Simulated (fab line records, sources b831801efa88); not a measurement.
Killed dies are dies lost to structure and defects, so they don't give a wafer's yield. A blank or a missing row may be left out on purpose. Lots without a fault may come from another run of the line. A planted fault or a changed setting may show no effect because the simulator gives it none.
Chamber matching | flow gf180mcu | GF_V1_CMP_26 on cmp-02: 4 sister chambers
The step polishes, stops on SiO2, t overpolish 15 s, target thk 0 nm. 4 wafers are shown with their chamber, then 8 later ones without.

WAFERS WITH THEIR CHAMBER
wafer  | chamber | motor_current_A (A)
L123.3 | 3       | 12.6
L123.6 | 1       | 10.8
L126.2 | 0       | 11.7
L130.3 | 2       | 10.2

WAFERS WITHOUT THEIR CHAMBER
wafer  | motor_current_A (A)
L130.4 | 11.6
L130.5 | 12.4
L131.3 | 11.7
L131.5 | 9.9
L131.6 | 12.9
L132.2 | 10.8
L132.4 | 10.3
L132.5 | 9.9

WHICH CHAMBER EACH WENT THROUGH
wafer  | from the rows above     | in truth
L130.4 | 0                       | 0
L130.5 | 3                       | 3
L131.3 | 0                       | 0
L131.5 | 2                       | 2
L131.6 | 3                       | 3
L132.2 | 1                       | 1
L132.4 | can't be placed: 2 or 1 | 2
L132.5 | 2                       | 2
Placed correctly: 7 of 8. Can't be placed from these rows: 1 (the true chamber is among the candidates in 1). Placed wrongly: 0.
How it was worked out, from the rows above alone: a wafer's distance from a chamber is the root of the sum, over the readings, of the square of ((its reading less the chamber's mean) divided by the reading's scatter). The wafer belongs to the nearest chamber; if the next one is less than 2 further off, it can't be placed. A chamber's mean is the mean of its shown wafers. The scatter: with one shown wafer a chamber, the root of the mean of the squares of how far each hidden wafer lies from its nearest shown one.
